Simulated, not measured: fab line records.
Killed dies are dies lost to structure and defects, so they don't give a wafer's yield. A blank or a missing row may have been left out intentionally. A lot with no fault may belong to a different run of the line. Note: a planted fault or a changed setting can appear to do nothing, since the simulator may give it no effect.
A struck lot beside a sound one + flow gf180mcu + 14 steps out of a route of 602
Sound: these wafers, L139.3, L139.5, L139.6. Wafers struck: L143.3, L143.4, L143.6. The cause comes at the end.
Order at every step that has rows: each side's tool, ch and its chambers, its first start. Under that, the readings that differ: sound wafers + struck wafers + difference of the means + sigmas: that difference in standard deviations of wafers without a fault.
alike: a reading whose means differ by less than 2 such deviations, as well as words and numbers matching on both sides. not compared: withheld readings; readings where some wafer has no value; bounds like >300 that might hide an equal value; numbers whose values overlap and for which the record gives no deviation.
Wherever a step has rows on one side only, a row that says differs or no value, or a row with sigmas, the two part there. Non-overlapping numbers with no deviation appear without sigmas and do not part them. A reading that every wafer of one side lacks parts them only if that side has two wafers or more.

first, 1 step without rows for these wafers: GF_V3_CVD_00 (deposits SiO2, target thk 600 nm, time 100 s).
GF_V3_THK_MEAS_01:
  struck on film metro-04, day 24 09:23; sound on film metro-01, day 22 18:33
  alike: V3_CVD_00_THK
GF_V3_CVD_02: deposits SiO2 from TEOS, target thk 850 nm, time 94.851 s.
  sound on pecvd-01 ch 1,2, day 22 18:38; struck on pecvd-01 ch 0,1,2, day 24 09:25
  alike: heater power w, susceptor temp C
  not compared: since wet clean h
GF_V3_THK_MEAS_03:
  struck on film metro-01, day 24 09:31; sound on film metro-04, day 22 18:43
  alike: V3_CVD_02_THK
GF_V3_CMP_04: polishes SiO2.
  sound on cmp-01 ch 2,3, day 22 18:46; struck on cmp-02 ch 1,2, day 24 09:33
  alike: motor current A, time to endpoint s
GF_V3_BOW_MEAS_05:
  struck on film metro-01, day 24 09:53; sound on film metro-02, day 22 19:06
  alike: V3_BOW
then, 6 steps without rows for these wafers: GF_V3_DEHYDRATE_06 (time 60 s); GF_V3_HMDS_07 (prime time 60 s); GF_V3_COAT_08; GF_V3_COAT_09 (resist thk 1000 nm); GF_V3_SOFTBAKE_10 (time 60 s); GF_V3_EXPOSE_11 (exposes mask Via3, target cd 260 nm).
GF_V3_PEB_12: peb time 90 s.
  struck on litho track-02, day 25 06:17; sound on litho track-02 ch 0, day 23 17:56
  no value came back on the struck wafers for chill plate temp C (C), exhaust pa (Pa), heater power total W (W); on the sound wafers chill plate temp C (C) reads 22.94 22.93 22.92
then, 1 step without rows for these wafers: GF_V3_DEVELOP_13 (develop time 60 s).

WHERE THEY PART
At GF_V3_PEB_12 and nowhere else, as far as this record goes.

WHY: what had been put in by the simulator
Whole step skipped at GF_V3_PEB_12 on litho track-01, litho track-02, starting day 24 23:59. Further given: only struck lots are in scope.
